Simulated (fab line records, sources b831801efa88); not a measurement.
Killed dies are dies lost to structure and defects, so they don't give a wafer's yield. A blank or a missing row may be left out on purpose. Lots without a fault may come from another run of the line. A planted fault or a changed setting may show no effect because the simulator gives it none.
fab line records | flow sky130
record lots=5 wafers=15 last_day=49
route steps=708 shown CAP2M@618 METAL4@621
lots that met no fault: from a run of the same line without faults
start_h: hours from the record's first day to the start of the lot's first wafer shown | wait_h: hours since the lot's step before | " the same as in the row above | L1.1+2: a row that stands for several wafers | - no value, or no start given | * or withheld: withheld | < > ~ a bound
route shown NAME@n: a module of which the file shows steps, and the number in the route of the first | usual: mean/standard deviation of fault-free wafers | same: alike in all rows | chamber/n: place in a boat | sites: the reading at each site | _std_site: their standard deviation | _edge_site: outer sites' mean less inner sites' | radius_mm: how far each site lies from the wafer's centre | mask NAME#n: copy n | behind: the tool/chamber that last shaped the wafer | hold: why the lot was held/for how many hours/how that ended | device: the transistor (n, p or np) that didn't switch | end of line: the same wafers' tests at the end of the route | a step without rows: its recipe alone | killed: dies lost to structure and defects at the first sort, not the wafer's yield | map: a wafer's dies, x killed, . not, _ none there
set.NAME: the setting as run; set.NAME@STEP: as run at that earlier step | model.NAME: the simulator's own value behind a step, which no gauge read
lots at some steps of the route; a table a step, a row a wafer
services: from which hour (start_h, from the record's first day; less than 0 if before it) a tool's chamber was out of use, for how many hours, and why
## steps
# step SKY_CAP2M_STRIP_15
# recipe chemistry=post_etch_residue_remover time_s=1200 temp_c=72.5
# columns lot.wafer tool chamber start_h wait_h
L074.2+3+4 wet_bench-02 3 944.87 0.1
L082.1+2+6 wet_bench-02 2 999.09 0.1
L088.3+4+6 wet_bench-01 3 1043.27 0.0
L092.1+4+5 wet_bench-02 3 1082.25 0.1
L095.1+4+6 wet_bench-02 1 1087.02 0.1
# step SKY_CAP2M_CLEAN_16
# recipe chemistry=IPA time_s=180 temp_c=25
# columns lot.wafer tool chamber start_h wait_h
L074.2+3+4 wet_bench-02 1 945.25 0.0
L082.1+2+6 wet_bench-02 3 999.47 0.0
L088.3+4+6 wet_bench-01 1 1043.67 0.0
L092.1+4+5 wet_bench-01 3 1082.62 0.0
L095.1+4+6 wet_bench-04 1 1087.36 0.0
# step SKY_CAP2M_CLEAN_17
# recipe chemistry=O3/DIW dry=n2_spin
# columns lot.wafer tool chamber start_h wait_h
L074.2+3+4 wet_bench-04 2 945.31 0.0
L082.1+2+6 wet_bench-02 2 999.58 0.1
L088.3+4+6 wet_bench-02 3 1043.74 0.0
L092.1+4+5 wet_bench-04 0 1082.69 0.0
L095.1+4+6 wet_bench-01 1 1087.42 0.0
# step SKY_METAL4_DEHYDRATE_05
# recipe temp_c=200 time_s=60
# usual heater_power_total_W=160.36/0.13
# columns lot.wafer tool chamber start_h wait_h heater_power_total_W
L074.2 litho_track-03 0 956.68 11.3 160.19
L074.3 " 0 " " 160.34
L074.4 " 0 " " 160.40
L082.1 litho_track-02 0 1010.41 10.7 160.31
L082.2 " 0 " " 160.22
L082.6 " 0 " " 160.32
L088.3 litho_track-01 0 1052.86 9.0 160.45
L088.4 " 0 " " 160.20
L088.6 " 0 " " 160.21
L092.1 litho_track-03 0 1091.65 8.9 160.58
L092.4 " 0 " " 160.23
L092.5 " 0 " " 160.34
L095.1 litho_track-02 0 1096.87 9.3 160.52
L095.4 " 0 " " 160.49
L095.6 " 0 " " 160.47
# step SKY_METAL4_HMDS_06
# recipe prime_time_s=60 prime_temp_c=120
# columns lot.wafer tool chamber start_h wait_h
L074.2+3+4 litho_track-03 0 956.83 0.1
L082.1+2+6 litho_track-02 0 1010.56 0.1
L088.3+4+6 litho_track-01 0 1053.01 0.1
L092.1+4+5 litho_track-03 0 1091.80 0.1
L095.1+4+6 litho_track-02 0 1097.02 0.1
# step SKY_METAL4_COAT_07
# recipe resist=BARC temp_c=withheld time_s=withheld spin_rpm=3000 resist_thk_nm=60
# columns lot.wafer tool chamber start_h wait_h
L074.2+3+4 litho_track-03 0 956.98 0.1
L082.1+2+6 litho_track-02 0 1010.71 0.1
L088.3+4+6 litho_track-01 0 1053.16 0.1
L092.1+4+5 litho_track-03 0 1091.95 0.1
L095.1+4+6 litho_track-02 0 1097.17 0.1
# step SKY_METAL4_COAT_08
# recipe resist=KrF-thick spin_rpm=3000 resist_thk_nm=1140
# columns lot.wafer tool chamber start_h wait_h
L074.2+3+4 litho_track-03 0 - -
L082.1+2+6 litho_track-02 0 - -
L088.3+4+6 litho_track-01 0 - -
L092.1+4+5 litho_track-03 0 - -
L095.1+4+6 litho_track-02 0 - -
# step SKY_METAL4_SOFTBAKE_09
# recipe temp_c=100 time_s=90 resist=KrF-thick
# usual heater_power_total_W=57.36/0.12
# columns lot.wafer tool chamber start_h wait_h heater_power_total_W
L074.2 litho_track-03 0 - - 57.21
L074.3 " 0 " " 57.35
L074.4 " 0 " " 57.42
L082.1 litho_track-02 0 - - 57.49
L082.2 " 0 " " 57.54
L082.6 " 0 " " 57.31
L088.3 litho_track-01 0 - - 57.43
L088.4 " 0 " " 57.35
L088.6 " 0 " " 57.58
L092.1 litho_track-03 0 - - 57.49
L092.4 " 0 " " 57.29
L092.5 " 0 " " 57.30
L095.1 litho_track-02 0 - - 57.45
L095.4 " 0 " " 57.29
L095.6 " 0 " " 57.36
# step SKY_METAL4_EXPOSE_10
# recipe mask_id=MM4 na=0.68 source_shape=annular sigma_inner=0.4 sigma_outer=0.8 target_cd_nm=300 dose_mj=28
# usual reticle_temp_C=22.97/0.11
# columns lot.wafer tool chamber start_h wait_h mask reticle_temp_C
L074.2 krf_scanner-01 0 - - MM4#0 23.16
L074.3 " 0 " " MM4#0 23.11
L074.4 " 0 " " MM4#0 23.03
L082.1 krf_scanner-02 0 - - MM4#0 23.03
L082.2 " 0 " " MM4#0 23.07
L082.6 " 0 " " MM4#0 22.95
L088.3 krf_scanner-02 0 - - MM4#0 23.11
L088.4 " 0 " " MM4#0 23.08
L088.6 " 0 " " MM4#0 22.87
L092.1 krf_scanner-02 0 - - MM4#0 23.13
L092.4 " 0 " " MM4#0 23.13
L092.5 " 0 " " MM4#0 23.15
L095.1 krf_scanner-02 0 - - MM4#0 22.81
L095.4 " 0 " " MM4#0 22.82
L095.6 " 0 " " MM4#0 22.80
# step SKY_METAL4_PEB_11
# recipe peb_temp_c=withheld peb_time_s=withheld resist=KrF-thick
# columns lot.wafer tool chamber start_h wait_h
L074.2+3+4 litho_track-02 0 - -
L082.1+2+6 litho_track-03 0 - -
L088.3+4+6 litho_track-03 0 - -
L092.1+4+5 litho_track-01 0 - -
L095.1+4+6 litho_track-02 0 - -
# step SKY_METAL4_DEVELOP_12
# recipe develop_time_s=60 resist=KrF-thick dev_temp_c=21
# columns lot.wafer tool chamber start_h wait_h
L074.2+3+4 litho_track-02 0 - -
L082.1+2+6 litho_track-03 0 - -
L088.3+4+6 litho_track-03 0 - -
L092.1+4+5 litho_track-01 0 - -
L095.1+4+6 litho_track-02 0 - -
# step SKY_METAL4_CD_MEAS_13
# recipe target_cd_nm=300
# usual cd_nm=299.9/1.6
# columns lot.wafer tool chamber start_h wait_h cd_nm
L074.2 cd_sem-01 - 969.33 - 299.5
L074.3 " - " " 299.3
L074.4 " - " " 299.3
L082.1 cd_sem-02 - 1022.15 - 298.4
L082.2 " - " " 300.3
L082.6 " - " " 299.8
L088.3 cd_sem-01 - 1065.44 - 302.9
L088.4 " - " " 302.8
L088.6 " - " " 301.8
L092.1 cd_sem-02 - 1102.26 - 299.2
L092.4 " - " " 298.9
L092.5 " - " " 299.8
L095.1 cd_sem-02 - 1108.02 - 298.7
L095.4 " - " " 298.0
L095.6 " - " " 297.4
# step SKY_METAL4_OVL_MEAS_14
# usual METAL4_OVL=3/5.6
# columns lot.wafer tool chamber start_h wait_h METAL4_OVL[nm]
L074.2 overlay-01 - 969.44 0.1 3
L074.3 " - " " -2
L074.4 " - " " 7
L082.1 overlay-01 - 1022.27 0.1 3
L082.2 " - " " 1
L082.6 " - " " 0
L088.3 overlay-02 - 1065.54 0.1 14
L088.4 " - " " 13
L088.6 " - " " 14
L092.1 overlay-01 - 1102.38 0.1 10
L092.4 " - " " 1
L092.5 " - " " 6
L095.1 overlay-01 - 1108.14 0.1 9
L095.4 " - " " 11
L095.6 " - " " 12
# step SKY_METAL4_DESCUM_15
# recipe chemistry=O2 source_power_w=150 bias_power_w=0 pressure_mtorr=10 temp_c=40 time_s=8
# usual chamber_pressure_mTorr=9.999/0.008 drypump_motor_current_A=5.86/0.26 oes_product_au=1.001/0.011
# columns lot.wafer tool chamber start_h wait_h chamber_pressure_mTorr drypump_motor_current_A oes_product_au rf_hours_counter_h
L074.2 rie_metal-02 0 969.47 0.0 9.991 5.52 0.988 12
L074.3 " 1 " " 9.992 5.72 1.009 -
L074.4 " 0 " " 9.984 5.51 0.995 -
L082.1 rie_metal-02 1 1022.31 0.0 9.993 5.69 1.013 10
L082.2 " 1 " " 10.015 5.64 1.012 -
L082.6 " 1 " " 10.002 5.66 1.018 -
L088.3 rie_metal-04 0 1065.57 0.0 10.010 5.66 0.995 -
L088.4 " 1 " " 10.003 6.02 1.012 -
L088.6 " 0 " " 10.009 5.66 1.013 -
L092.1 rie_metal-03 0 1102.42 0.0 9.993 6.35 0.989 19
L092.4 " 1 " " 9.994 5.87 0.997 -
L092.5 " 0 " " 9.996 6.37 1.005 -
L095.1 rie_metal-03 1 1108.17 0.0 9.997 5.92 0.982 2
L095.4 " 1 " " 9.984 5.88 0.986 -
L095.6 " 0 " " 9.992 6.36 0.987 -
# step SKY_METAL4_ETCH_16
# recipe chemistry=N2/H2 target=BARC ion_energy_ev=200 bias_w=100 pressure_mtorr=30 n2_flow_sccm=100 h2_flow_sccm=200 icp_w=500 stop_on=SiO2 time_s=88.2 target_depth_a=600
# usual chamber_pressure_mTorr=30.001/0.025 drypump_motor_current_A=5.87/0.26 n2_flow_sccm=100.0/0.31 oes_product_au=0.626/0.0044 throttle_valve_pct=13.206/0.0082
# columns lot.wafer tool chamber start_h wait_h chamber_pressure_mTorr drypump_motor_current_A n2_flow_sccm oes_product_au rf_hours_counter_h throttle_valve_pct
L074.2 rie_metal-02 0 969.50 0.0 30.036 5.52 100.2 0.627 12 13.202
L074.3 " 1 " " 30.041 5.74 100.8 0.627 - 13.195
L074.4 " 0 " " 30.021 5.51 100.5 0.631 - 13.209
L082.1 rie_metal-02 1 1022.37 0.1 29.999 5.70 99.7 0.620 10 13.204
L082.2 " 1 " " 29.970 5.72 99.6 0.620 - 13.199
L082.6 " 1 " " 29.958 5.72 100.1 0.628 - 13.219
L088.3 rie_metal-04 0 1065.62 0.0 29.960 5.66 100.0 0.627 - 13.208
L088.4 " 1 " " 29.995 6.03 100.3 0.628 - 13.213
L088.6 " 0 " " 30.007 5.67 100.5 0.625 - 13.189
L092.1 rie_metal-03 0 1102.45 0.0 30.043 6.34 100.2 0.617 19 13.208
L092.4 " 1 " " 29.994 5.88 100.1 0.621 - 13.203
L092.5 " 0 " " 29.936 6.37 100.2 0.640 - 13.209
L095.1 rie_metal-03 1 1108.20 0.0 29.985 5.87 100.0 0.633 2 13.198
L095.4 " 1 " " 30.042 5.89 99.4 0.625 - 13.208
L095.6 " 0 " " 30.001 6.39 100.1 0.627 - 13.212
# step SKY_METAL4_ETCH_17
# recipe target=SiO2 stop_on=TiN chemistry=C4F8/O2/Ar source_w=1500 bias_w=1200 pressure_mtorr=40 c4f8_flow_sccm=withheld O2_flow_sccm=6 Ar_flow_sccm=300 time_s=3.9 target_depth_a=150
# usual chamber_pressure_mTorr=40.00/0.036 oes_product_au=0.758/0.0065
# columns lot.wafer tool chamber start_h wait_h chamber_pressure_mTorr oes_product_au rf_hours_counter_h
L074.2 rie_diel-04 0 969.60 0.1 40.02 0.764 12
L074.3 " 1 " " 40.04 0.760 14
L074.4 " 3 " " 39.99 0.767 24
L082.1 rie_diel-04 2 1022.57 0.2 39.99 0.747 6
L082.2 " 0 " " 39.97 0.749 13
L082.6 " 0 " " 40.02 0.757 -
L088.3 rie_diel-01 2 1065.69 0.0 40.04 0.752 26
L088.4 " 1 " " 40.05 0.760 24
L088.6 " 3 " " 39.94 0.759 -
L092.1 rie_diel-03 0 1102.55 0.1 40.04 0.760 15
L092.4 " 3 " " 40.02 0.758 5
L092.5 " 3 " " 40.01 0.771 -
L095.1 rie_diel-03 2 1108.30 0.1 40.02 0.767 14
L095.4 " 1 " " 40.00 0.764 7
L095.6 " 1 " " 39.97 0.769 -
## services
# columns tool chamber start_h hours kind
rie_diel-03 1 935.51 2.7 repair
rie_diel-01 1 942.67 14.7 repair
krf_scanner-02 - 952.21 1.3 pm
rie_diel-03 - 954.04 1.1 repair
krf_scanner-01 - 959.60 1.1 repair
krf_scanner-01 - 974.91 1.0 pm
rie_diel-01 0 979.43 36.3 repair
rie_diel-01 - 980.64 2.8 pm
wet_bench-01 - 984.58 1.1 repair
krf_scanner-01 - 990.22 1.6 repair
krf_scanner-01 - 992.19 4.0 pm
rie_metal-02 1 994.78 12.1 repair
rie_diel-03 - 1028.30 0.7 repair
krf_scanner-02 - 1031.59 0.8 pm
krf_scanner-01 - 1032.09 11.7 repair
rie_diel-03 2 1044.13 3.0 repair
krf_scanner-01 - 1046.63 1.3 pm
krf_scanner-01 - 1047.93 0.8 pm
rie_metal-03 1 1052.55 9.4 repair
rie_metal-02 - 1054.93 0.3 repair
krf_scanner-02 - 1084.40 1.0 pm
rie_diel-01 1 1090.48 27.8 repair
rie_metal-02 - 1094.38 14.6 pm
krf_scanner-02 - 1105.89 0.8 pm
## key
fault none
